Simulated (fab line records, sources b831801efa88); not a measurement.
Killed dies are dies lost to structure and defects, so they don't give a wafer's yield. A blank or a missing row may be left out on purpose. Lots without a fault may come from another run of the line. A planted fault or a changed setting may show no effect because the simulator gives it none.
fab line records | flow sky130
record lots=6 wafers=18 last_day=50
route steps=708 shown SD_P@328 RES_XHIGH@332 SD_N@342
lots that met no fault: from a run of the same line without faults
start_h: hours from the record's first day to the start of the lot's first wafer shown | wait_h: hours since the lot's step before | " the same as in the row above | L1.1+2: a row that stands for several wafers | - no value, or no start given | * or withheld: withheld | < > ~ a bound
route shown NAME@n: a module of which the file shows steps, and the number in the route of the first | usual: mean/standard deviation of fault-free wafers | same: alike in all rows | chamber/n: place in a boat | sites: the reading at each site | _std_site: their standard deviation | _edge_site: outer sites' mean less inner sites' | radius_mm: how far each site lies from the wafer's centre | mask NAME#n: copy n | behind: the tool/chamber that last shaped the wafer | hold: why the lot was held/for how many hours/how that ended | device: the transistor (n, p or np) that didn't switch | end of line: the same wafers' tests at the end of the route | a step without rows: its recipe alone | killed: dies lost to structure and defects at the first sort, not the wafer's yield | map: a wafer's dies, x killed, . not, _ none there
set.NAME: the setting as run; set.NAME@STEP: as run at that earlier step | model.NAME: the simulator's own value behind a step, which no gauge read
lots at some steps of the route; a table a step, a row a wafer
services: from which hour (start_h, from the record's first day; less than 0 if before it) a tool's chamber was out of use, for how many hours, and why
## steps
# step SKY_SD_P_OVL_MEAS_08
# usual SD_P_OVL=-0.2/1.4
# columns lot.wafer tool chamber start_h wait_h SD_P_OVL[nm]
L785.3 overlay-02 - 597.48 0.1 0.4
L785.4 " - " " 0.0
L785.6 " - " " 0.8
L793.1 overlay-01 - 665.82 0.1 -0.8
L793.2 " - " " 1.0
L793.4 " - " " 2.4
L797.4 overlay-02 - 692.81 0.1 1.1
L797.5 " - " " 0.8
L797.6 " - " " 1.2
L798.3 overlay-02 - 695.53 0.1 2.0
L798.4 " - " " 0.0
L798.6 " - " " 0.7
L805.2 overlay-02 - 759.07 0.1 0.9
L805.3 " - " " 1.7
L805.4 " - " " -1.9
L807.1 overlay-01 - 772.22 0.1 -1.9
L807.2 " - " " -4.0
L807.6 " - " " -0.5
# step SKY_SD_P_IMPLANT_09
# recipe species=BF2 energy_kev=20 dose_cm2=3e+15 tilt_deg=0
# step SKY_SD_P_STRIP_10
# recipe chemistry=O2/N2 power_w=1400 pressure_mtorr=1500 platen_temp_c=withheld o2_flow_sccm=3000 n2_flow_sccm=300 overash_fraction=0.5
# usual chamber_pressure_mTorr=1500.1/1.3 drypump_motor_current_A=6.1/0.32 n2_flow_sccm=300.0/1 oes_product_au=0.618/0.0048 strip_time_to_endpoint_s=17.50/0.036
# columns lot.wafer tool chamber start_h wait_h chamber_pressure_mTorr drypump_motor_current_A n2_flow_sccm oes_product_au rf_hours_counter_h strip_time_to_endpoint_s
L785.3 plasma_asher-03 0 597.69 0.1 1500.8 6.4 301.4 0.620 - 17.51
L785.4 " 1 " " 1499.5 6.1 301.2 0.617 - 17.47
L785.6 " 1 " " 1500.8 6.1 301.0 0.613 - 17.55
L793.1 plasma_asher-03 0 666.00 0.1 1499.8 6.5 298.5 0.624 83 17.47
L793.2 " 1 " " 1499.9 6.1 301.4 0.610 83 17.47
L793.4 " 1 " " 1502.3 6.1 301.6 0.619 - 17.48
L797.4 plasma_asher-02 1 693.01 0.1 1500.4 6.1 300.1 0.619 - 17.42
L797.5 " 0 " " 1501.6 6.0 300.2 0.608 - 17.45
L797.6 " 1 " " 1497.0 6.1 299.2 0.612 - 17.45
L798.3 plasma_asher-02 0 695.74 0.1 1501.3 6.0 299.7 0.618 - 17.47
L798.4 " 1 " " 1503.0 6.2 300.9 0.615 - 17.46
L798.6 " 0 " " 1500.1 6.0 298.1 0.613 - 17.44
L805.2 plasma_asher-02 0 759.25 0.1 1502.3 5.9 298.2 0.613 60 17.57
L805.3 " 0 " " 1501.0 5.9 299.4 0.624 - 17.53
L805.4 " 1 " " 1500.2 6.2 299.9 0.620 - 17.54
L807.1 plasma_asher-02 1 772.40 0.1 1499.9 6.2 299.8 0.617 61 17.48
L807.2 " 0 " " 1500.7 6.0 298.4 0.619 61 17.50
L807.6 " 0 " " 1502.5 5.9 299.1 0.627 - 17.49
# step SKY_SD_P_TW_MEAS_11
# usual SD_P_TW=2820/21
# columns lot.wafer tool chamber start_h wait_h SD_P_TW
L785.3 film_metro-01 - 597.77 0.1 2800
L785.4 " - " " 2811
L785.6 " - " " 2789
L793.1 film_metro-03 - 666.10 0.1 2849
L793.2 " - " " 2829
L793.4 " - " " 2833
L797.4 film_metro-01 - 693.11 0.1 2811
L797.5 " - " " 2812
L797.6 " - " " 2800
L798.3 film_metro-02 - 695.82 0.1 2804
L798.4 " - " " 2814
L798.6 " - " " 2811
L805.2 film_metro-01 - 759.36 0.1 2798
L805.3 " - " " 2815
L805.4 " - " " 2809
L807.1 film_metro-01 - 772.50 0.1 2778
L807.2 " - " " 2786
L807.6 " - " " 2790
# step SKY_RES_XHIGH_DEHYDRATE_00
# recipe temp_c=200 time_s=60
# step SKY_RES_XHIGH_HMDS_01
# recipe prime_time_s=60 prime_temp_c=120
# step SKY_RES_XHIGH_COAT_02
# recipe resist=NOVOLAK spin_rpm=3000 resist_thk_nm=1140
# step SKY_RES_XHIGH_SOFTBAKE_03
# recipe temp_c=90 time_s=60 resist=NOVOLAK
# step SKY_RES_XHIGH_EXPOSE_04
# recipe mask_id=URPM na=0.6 source_shape=conventional sigma_outer=0.6 polarization=unpolarized target_cd_nm=1270 dose_mj=140
# step SKY_RES_XHIGH_PEB_05
# recipe temp_c=withheld time_s=* resist=NOVOLAK
# step SKY_RES_XHIGH_DEVELOP_06
# recipe resist=NOVOLAK developer=TMAH develop_time_s=60 dev_temp_c=23
# step SKY_RES_XHIGH_IMPLANT_07
# recipe species=BF2 energy_kev=20 dose_cm2=3.6e+14 tilt_deg=0
# step SKY_RES_XHIGH_STRIP_08
# recipe chemistry=O2/N2 power_w=1400 pressure_mtorr=1500 platen_temp_c=withheld o2_flow_sccm=3000 n2_flow_sccm=300 overash_fraction=0.5
# usual chamber_pressure_mTorr=1499.9/1.5 drypump_motor_current_A=6.14/0.19 n2_flow_sccm=299.8/0.89 oes_product_au=0.711/0.0048 strip_time_to_endpoint_s=14.28/0.048
# columns lot.wafer tool chamber start_h wait_h chamber_pressure_mTorr drypump_motor_current_A n2_flow_sccm oes_product_au rf_hours_counter_h strip_time_to_endpoint_s model.NOVOLAK_of_RES_XHIGH_COAT_02.thk_nm
L785.3 plasma_asher-04 0 627.43 0.1 1499.0 5.90 298.4 0.708 - 14.23 0
L785.4 " 1 " " 1501.0 6.30 300.1 0.713 - 14.28 0
L785.6 " 1 " " 1502.3 6.30 299.2 0.702 - 14.21 0
L793.1 plasma_asher-03 1 693.88 0.1 1501.6 6.08 298.3 0.708 86 14.25 0
L793.2 " 0 " " 1499.7 6.47 299.5 0.707 86 14.23 0
L793.4 " 0 " " 1501.4 6.47 301.3 0.711 - 14.27 0
L797.4 plasma_asher-03 0 719.48 0.1 - - - - - - 1139
L797.5 " 1 " " - - - - - - 1137
L797.6 " 0 " " - - - - - - 1138
L798.3 plasma_asher-02 1 723.43 0.1 - - - - - - 1133
L798.4 " 0 " " - - - - - - 1134
L798.6 " 1 " " - - - - - - 1139
L805.2 plasma_asher-03 1 786.50 0.1 1497.5 6.09 300.3 0.713 95 14.31 0
L805.3 " 0 " " 1501.2 6.45 300.0 0.710 - 14.31 0
L805.4 " 1 " " 1500.9 6.09 299.1 0.709 - 14.29 0
L807.1 plasma_asher-04 1 798.47 0.1 1501.2 6.32 299.8 0.715 36 14.25 0
L807.2 " 0 " " 1500.4 5.92 299.6 0.704 36 14.28 0
L807.6 " 1 " " 1498.1 6.32 300.1 0.710 - 14.23 0
# step SKY_RES_XHIGH_TW_MEAS_09
# usual RES_XHIGH_TW=1634/15
# columns lot.wafer tool chamber start_h wait_h RES_XHIGH_TW
L785.3 film_metro-02 - 627.52 0.1 1636
L785.4 " - " " 1638
L785.6 " - " " 1637
L793.1 film_metro-01 - 693.98 0.1 1633
L793.2 " - " " 1629
L793.4 " - " " 1630
L797.4 film_metro-01 - 719.58 0.1 1619
L797.5 " - " " 1615
L797.6 " - " " 1622
L798.3 film_metro-02 - 723.52 0.1 1632
L798.4 " - " " 1636
L798.6 " - " " 1640
L805.2 film_metro-02 - 786.61 0.1 1636
L805.3 " - " " 1637
L805.4 " - " " 1639
L807.1 film_metro-01 - 798.57 0.1 1610
L807.2 " - " " 1607
L807.6 " - " " 1612
# step SKY_SD_N_DEHYDRATE_00
# recipe temp_c=200 time_s=60
# step SKY_SD_N_HMDS_01
# recipe prime_time_s=60 prime_temp_c=120
# step SKY_SD_N_COAT_02
# recipe resist=NOVOLAK spin_rpm=3000 resist_thk_nm=1140
# step SKY_SD_N_SOFTBAKE_03
# recipe temp_c=90 time_s=60 resist=NOVOLAK
# step SKY_SD_N_EXPOSE_04
# recipe mask_id=NSDM na=0.6 source_shape=conventional sigma_outer=0.6 polarization=unpolarized target_cd_nm=380 dose_mj=141
# step SKY_SD_N_PEB_05
# recipe temp_c=withheld time_s=* resist=NOVOLAK
# step SKY_SD_N_DEVELOP_06
# recipe resist=NOVOLAK developer=TMAH develop_time_s=60 dev_temp_c=23
# step SKY_SD_N_CD_MEAS_07
# recipe target_cd_nm=380
# usual cd_nm=379.9/2.6
# columns lot.wafer tool chamber start_h wait_h cd_nm
L785.3 cd_sem-01 - 656.14 0.1 380.1
L785.4 " - " " 378.8
L785.6 " - " " 381.3
L793.1 cd_sem-02 - 721.55 0.1 382.1
L793.2 " - " " 382.3
L793.4 " - " " 383.6
L797.4 cd_sem-01 - 746.94 0.1 377.8
L797.5 " - " " 378.5
L797.6 " - " " 379.5
L798.3 cd_sem-02 - 750.44 0.1 371.8
L798.4 " - " " 375.2
L798.6 " - " " 373.5
L805.2 cd_sem-02 - 812.77 0.1 381.9
L805.3 " - " " 380.9
L805.4 " - " " 382.0
L807.1 cd_sem-01 - 824.60 0.1 383.0
L807.2 " - " " 383.6
L807.6 " - " " 380.7
# step SKY_SD_N_OVL_MEAS_08
# usual SD_N_OVL=-0.1/1.5
# columns lot.wafer tool chamber start_h wait_h SD_N_OVL[nm]
L785.3 overlay-02 - 656.23 0.1 -1.5
L785.4 " - " " -1.0
L785.6 " - " " -1.1
L793.1 overlay-02 - 721.67 0.1 0.2
L793.2 " - " " -0.9
L793.4 " - " " 0.0
L797.4 overlay-02 - 747.02 0.1 -0.2
L797.5 " - " " -0.4
L797.6 " - " " -0.1
L798.3 overlay-02 - 750.53 0.1 2.0
L798.4 " - " " 0.2
L798.6 " - " " 1.9
L805.2 overlay-02 - 812.87 0.1 2.1
L805.3 " - " " 4.0
L805.4 " - " " 2.4
L807.1 overlay-01 - 824.72 0.1 -0.9
L807.2 " - " " -1.7
L807.6 " - " " -1.4
# step SKY_SD_N_IMPLANT_09
# recipe species=As energy_kev=50 dose_cm2=4e+15 tilt_deg=0
# step SKY_SD_N_IMPLANT_10
# recipe species=P energy_kev=20 dose_cm2=1e+14 tilt_deg=0
# step SKY_SD_N_STRIP_11
# recipe chemistry=O2/N2 power_w=1400 pressure_mtorr=1500 platen_temp_c=withheld o2_flow_sccm=3000 n2_flow_sccm=300 overash_fraction=0.5
# usual chamber_pressure_mTorr=1499.9/1.5 drypump_motor_current_A=5.9/0.37 n2_flow_sccm=300.1/0.96 oes_product_au=0.528/0.0047 strip_time_to_endpoint_s=22.55/0.05
# columns lot.wafer tool chamber start_h wait_h chamber_pressure_mTorr drypump_motor_current_A n2_flow_sccm oes_product_au rf_hours_counter_h strip_time_to_endpoint_s
L785.3 plasma_asher-04 1 656.58 0.1 1497.9 6.3 301.5 0.527 - 22.54
L785.4 " 0 " " 1499.2 5.9 299.3 0.531 - 22.54
L785.6 " 1 " " 1499.0 6.3 300.6 0.521 - 22.61
L793.1 plasma_asher-01 1 722.00 0.1 1501.8 6.1 300.3 0.531 103 22.57
L793.2 " 0 " " 1500.4 5.1 298.9 0.530 103 22.56
L793.4 " 0 " " 1497.3 5.1 299.3 0.536 - 22.55
L797.4 plasma_asher-04 1 747.37 0.1 1500.4 6.3 298.9 0.612 - 39.45
L797.5 " 1 " " 1501.9 6.3 299.6 0.615 - 39.44
L797.6 " 0 " " 1495.3 5.9 301.0 0.612 - 39.53
L798.3 plasma_asher-01 0 750.89 0.1 1502.4 5.1 301.2 0.623 - 39.41
L798.4 " 1 " " 1501.7 6.1 300.3 0.617 - 39.42
L798.6 " 0 " " 1500.8 5.1 301.2 0.614 - 39.49
L805.2 plasma_asher-01 1 813.20 0.1 1502.3 6.1 299.2 0.529 7 22.50
L805.3 " 0 " " 1501.9 5.1 300.0 0.531 - 22.46
L805.4 " 1 " " 1501.4 6.1 301.1 0.530 - 22.49
L807.1 plasma_asher-02 0 825.05 0.1 1497.7 6.0 300.5 0.535 67 22.55
L807.2 " 1 " " 1499.5 6.1 300.0 0.525 67 22.57
L807.6 " 1 " " 1499.3 6.1 300.6 0.530 - 22.56
# step SKY_SD_N_TW_MEAS_12
# usual SD_N_TW=3987/23
# columns lot.wafer tool chamber start_h wait_h SD_N_TW
L785.3 film_metro-03 - 656.67 0.1 4026
L785.4 " - " " 4011
L785.6 " - " " 4009
L793.1 film_metro-02 - 722.10 0.1 3994
L793.2 " - " " 4001
L793.4 " - " " 3970
L797.4 film_metro-03 - 747.46 0.1 30
L797.5 " - " " 30
L797.6 " - " " 30
L798.3 film_metro-02 - 750.97 0.1 30
L798.4 " - " " 30
L798.6 " - " " 30
L805.2 film_metro-03 - 813.31 0.1 3982
L805.3 " - " " 3972
L805.4 " - " " 3969
L807.1 film_metro-02 - 825.15 0.1 4004
L807.2 " - " " 3991
L807.6 " - " " 3997
# step SKY_SD_N_CLEAN_13
# recipe chemistry=SC1/SC2 mix=1:4:20 temp_c=70 time_s=150 dry=n2_spin
## services
# columns tool chamber start_h hours kind
plasma_asher-02 - 598.25 2.5 repair
plasma_asher-01 - 621.47 2.8 pm
plasma_asher-03 - 653.01 2.8 pm
plasma_asher-01 - 660.06 4.3 repair
plasma_asher-04 - 677.87 2.8 pm
plasma_asher-01 - 733.78 9.0 pm
plasma_asher-01 0 733.78 9.0 vent_cycle
plasma_asher-01 1 733.78 9.0 vent_cycle
plasma_asher-01 0 742.78 - clean
plasma_asher-01 1 742.78 - clean
plasma_asher-01 - 765.37 2.0 repair
plasma_asher-03 - 788.57 1.2 repair
plasma_asher-03 - 805.26 26.3 pm
## key
first_sign step=SKY_RES_XHIGH_STRIP_08 reading=tool_record direction=missing
effect step=SKY_SD_N_STRIP_11 reading=strip_time_to_endpoint_s direction=up sigmas=99+ usual=* struck=*
effect step=SKY_SD_N_TW_MEAS_12 reading=SD_N_TW direction=down sigmas=99+ usual=3987 struck=30
model_effect step=SKY_RES_XHIGH_STRIP_08 value=NOVOLAK_of_RES_XHIGH_COAT_02.thk_nm without=0 struck=1137
met_at SKY_RES_XHIGH_STRIP_08
struck_wafers L797.4,L797.5,L797.6,L798.3,L798.4,L798.6
sort_left_out L797.4,L797.5,L797.6,L798.3,L798.4,L798.6
tester_left_out L797,L798
onset_between 693.88 719.48
fault kind=skipped_step_whole tool=plasma_asher-02,plasma_asher-03 chamber=- onset_h=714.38 steps=SKY_RES_XHIGH_STRIP_08 scope=struck_lots_only
# tester_left_out: of these lots the tester's yield and bins aren't shown, on N5 and GAA mostly nor the transistor test; their killed dies are dies lost to structure and defects alone, not to doping, threshold or leakage, so they don't give the yield
# sort_left_out: the simulated sort isn't trusted on such a fault, so these wafers' sort isn't shown, and their yield isn't known
